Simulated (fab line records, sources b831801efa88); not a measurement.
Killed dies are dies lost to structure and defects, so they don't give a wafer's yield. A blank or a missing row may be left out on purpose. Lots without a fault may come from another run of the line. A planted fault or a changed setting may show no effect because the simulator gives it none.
Which tool did it? | flow gf180mcu | 12 lots, 36 wafers sampled, at 5 steps of a route of 602

WHAT THE GAUGES READ, wafer by wafer
GF_M3_CD_MEAS_14: target cd 280 nm.
lot  | measured     | on        | cd_nm (nm)
L643 | day 21 20:33 | cd_sem-01 | 281.1 278.4 279.6
L644 | day 22 02:11 | cd_sem-01 | 279.0 279.0 279.0
L646 | day 23 00:23 | cd_sem-02 | 280.1 278.8 280.5
L647 | day 23 09:43 | cd_sem-02 | 280.9 281.1 279.7
L649 | day 24 20:01 | cd_sem-01 | 281.6 281.3 282.2
L650 | day 25 04:07 | cd_sem-02 | 281.4 280.7 281.0
L652 | day 25 20:30 | cd_sem-02 | 278.6 279.3 281.1
L653 | day 26 00:49 | cd_sem-01 | 279.2 279.1 280.1
L654 | day 26 06:48 | cd_sem-01 | 281.6 282.3 282.5
L656 | day 26 12:04 | cd_sem-02 | 279.0 280.6 278.2
L659 | day 27 11:23 | cd_sem-01 | 277.4 278.5 277.6
L658 | day 27 11:56 | cd_sem-01 | 279.6 279.0 278.6

GF_V3_CD_MEAS_14: target cd 260 nm.
lot  | measured     | on        | cd_nm (nm)
L643 | day 22 21:04 | cd_sem-01 | 260.5 260.0 260.1
L644 | day 23 03:14 | cd_sem-02 | 259.3 260.0 260.1
L646 | day 24 00:59 | cd_sem-01 | 257.7 258.4 258.0
L647 | day 24 09:29 | cd_sem-02 | 259.3 258.5 259.9
L649 | day 25 18:40 | cd_sem-02 | 259.6 259.1 260.2
L650 | day 26 02:58 | cd_sem-01 | 257.8 259.7 259.5
L652 | day 26 18:43 | cd_sem-01 | 262.1 261.8 262.4
L653 | day 26 22:46 | cd_sem-01 | 260.3 260.8 260.5
L654 | day 27 04:56 | cd_sem-01 | 258.7 258.8 259.7
L656 | day 27 10:31 | cd_sem-02 | 259.4 258.6 258.8
L659 | day 28 08:13 | cd_sem-02 | 278.5 277.3 277.3
L658 | day 28 09:11 | cd_sem-01 | 277.9 278.7 279.0

GF_V3_RS_MEAS_24: measures by four-point-probe.
lot  | measured     | on            | V3_W_RS (ohm/sq)
L643 | day 22 22:10 | film_metro-04 | 0.3227 0.3223 0.3202
L644 | day 23 04:16 | film_metro-02 | 0.3212 0.3222 0.3251
L646 | day 24 02:01 | film_metro-03 | 0.3251 0.3258 0.3273
L647 | day 24 10:31 | film_metro-03 | 0.3263 0.3246 0.3245
L649 | day 25 19:41 | film_metro-02 | 0.3313 0.3278 0.3294
L650 | day 26 04:04 | film_metro-04 | 0.3304 0.3250 0.3297
L652 | day 26 19:44 | film_metro-02 | 0.3295 0.3239 0.3289
L653 | day 26 23:50 | film_metro-04 | 0.3273 0.3236 0.3241
L654 | day 27 05:58 | film_metro-02 | 0.3286 0.3278 0.3254
L656 | day 27 11:35 | film_metro-03 | 0.3252 0.3271 0.3256
L659 | day 28 09:16 | film_metro-02 | 0.3290 0.3283 0.3307
L658 | day 28 10:13 | film_metro-03 | 0.3289 0.3254 0.3283

WHICH TOOL RAN EACH LOT (tool, then ch and the chambers of the sampled wafers, then the start)
lot  | GF_V3_PEB_12                      | GF_V3_STRIP_18
L643 | litho_track-03 ch 0, day 22 20:44 | plasma_asher-04 ch 0,1, day 22 21:20
L644 | litho_track-04 ch 0, day 23 02:55 | plasma_asher-01 ch 0,1, day 23 03:31
L646 | litho_track-03 ch 0, day 24 00:39 | plasma_asher-01 ch 0,1, day 24 01:15
L647 | litho_track-04 ch 0, day 24 09:10 | plasma_asher-04 ch 0,1, day 24 09:46
L649 | litho_track-03 ch 0, day 25 18:20 | plasma_asher-01 ch 0,1, day 25 18:56
L650 | litho_track-03 ch 0, day 26 02:37 | plasma_asher-02 ch 0,1, day 26 03:15
L652 | litho_track-03 ch 0, day 26 18:23 | plasma_asher-01 ch 0,1, day 26 18:59
L653 | litho_track-01 ch 0, day 26 22:25 | plasma_asher-02 ch 0,1, day 26 23:04
L654 | litho_track-04 ch 0, day 27 04:37 | plasma_asher-02 ch 0,1, day 27 05:13
L656 | litho_track-03 ch 0, day 27 10:11 | plasma_asher-01 ch 0,1, day 27 10:47
L659 | litho_track-03 ch 0, day 28 07:53 | plasma_asher-04 ch 0,1, day 28 08:29
L658 | litho_track-03 ch 0, day 28 08:51 | plasma_asher-02 ch 0,1, day 28 09:27
- GF_V3_PEB_12: peb time 90 s.
- GF_V3_STRIP_18: strips in O2/N2.

WHAT THE TOOLS THEMSELVES READ (means of the sampled wafers that have a number; where no wafer has one, the mark that the record gives instead)
GF_V3_PEB_12.
lot  | tool           | heater_power_total_W (W) | plate_temp_C (C) | resist_line_temp_C (C)
L643 | litho_track-03 | 85.73                    | 135.13           | 23.02
L644 | litho_track-04 | 85.67                    | 134.94           | 23.04
L646 | litho_track-03 | 85.67                    | 135.00           | 23.14
L647 | litho_track-04 | 85.63                    | 135.08           | 23.00
L649 | litho_track-03 | 85.69                    | 134.98           | 22.91
L650 | litho_track-03 | 85.74                    | 135.05           | 22.94
L652 | litho_track-03 | 85.65                    | 134.96           | 23.08
L653 | litho_track-01 | 85.63                    | 135.04           | 22.90
L654 | litho_track-04 | 85.75                    | 135.11           | 23.03
L656 | litho_track-03 | 85.67                    | 134.99           | 23.14
L659 | litho_track-03 | 95.26                    | 146.44           | 22.93
L658 | litho_track-03 | 95.28                    | 146.34           | 22.87

GF_V3_STRIP_18.
lot  | tool            | drypump_motor_current_A (A) | heater_power_w (W) | oes_product_au (a.u.)
L643 | plasma_asher-04 | 5.4                         | 303                | 0.593
L644 | plasma_asher-01 | 6.2                         | 375                | 0.595
L646 | plasma_asher-01 | 6.2                         | 382                | 0.593
L647 | plasma_asher-04 | 5.4                         | 300                | 0.599
L649 | plasma_asher-01 | 5.9                         | 371                | 0.591
L650 | plasma_asher-02 | 5.5                         | 359                | 0.592
L652 | plasma_asher-01 | 6.2                         | 380                | 0.593
L653 | plasma_asher-02 | 5.8                         | 356                | 0.589
L654 | plasma_asher-02 | 5.5                         | 357                | 0.588
L656 | plasma_asher-01 | 6.2                         | 378                | 0.596
L659 | plasma_asher-04 | 5.1                         | 295                | 0.596
L658 | plasma_asher-02 | 5.8                         | 356                | 0.594

THE ANSWER, worked out from the rows above alone
Rule: what is usual is taken from the lots themselves. Put in order of their means at a reading, lots are off if they are a third of the lots or fewer, leave a main group of 4 or more, and stand apart from it by a gap of 3 or more times the standard deviation of the main group's means; of several such gaps the widest counts. A main group whose means are all the same, to the digits that the tables above print for the reading, isn't used. A lot without any number at a reading at which 4 lots or more have one is off too. The other lots that the step has rows for count as sound. The gauges are gone through in route order, then the tools' own readings, and for those a lot's mean is taken as printed above. The first step at which some lot is off is used, and at that step the reading that is off furthest; a lot without a number counts as furthest.
Off: L659, L658, at GF_V3_CD_MEAS_14 (cd_nm). The main group: mean 259.7 nm, standard deviation 1.1.
A tool fits if, at a process step before that reading, it ran every lot that is off, and no sound lot after the first of them. The gauges at GF_V3_CD_MEAS_14 aren't tried: what is off there is off at GF_V3_PEB_12 too, on other tools, and a gauge's error can't cause that. One fits: litho_track-03 at GF_V3_PEB_12. Its last sound lot is L656 (day 27 10:11), its first lot that is off L659 (day 28 07:53): a fault that began between those two fits.
The tool's own readings at GF_V3_PEB_12 bear it out: on the lots that are off they differ by more than 5 times the standard deviation of the sound lots' means. heater_power_total_W reads 95.27 W there against 85.68 W on the sound lots; plate_temp_C reads 146.39 C there against 135.03 C on the sound lots.

WHAT THE SIMULATOR HAD PUT IN
Process parameter drift: litho_track-03, from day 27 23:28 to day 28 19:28, at GF_V3_PEB_12. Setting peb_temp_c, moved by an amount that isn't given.
Lots struck among those shown: L659, L658. The rule above found the same.
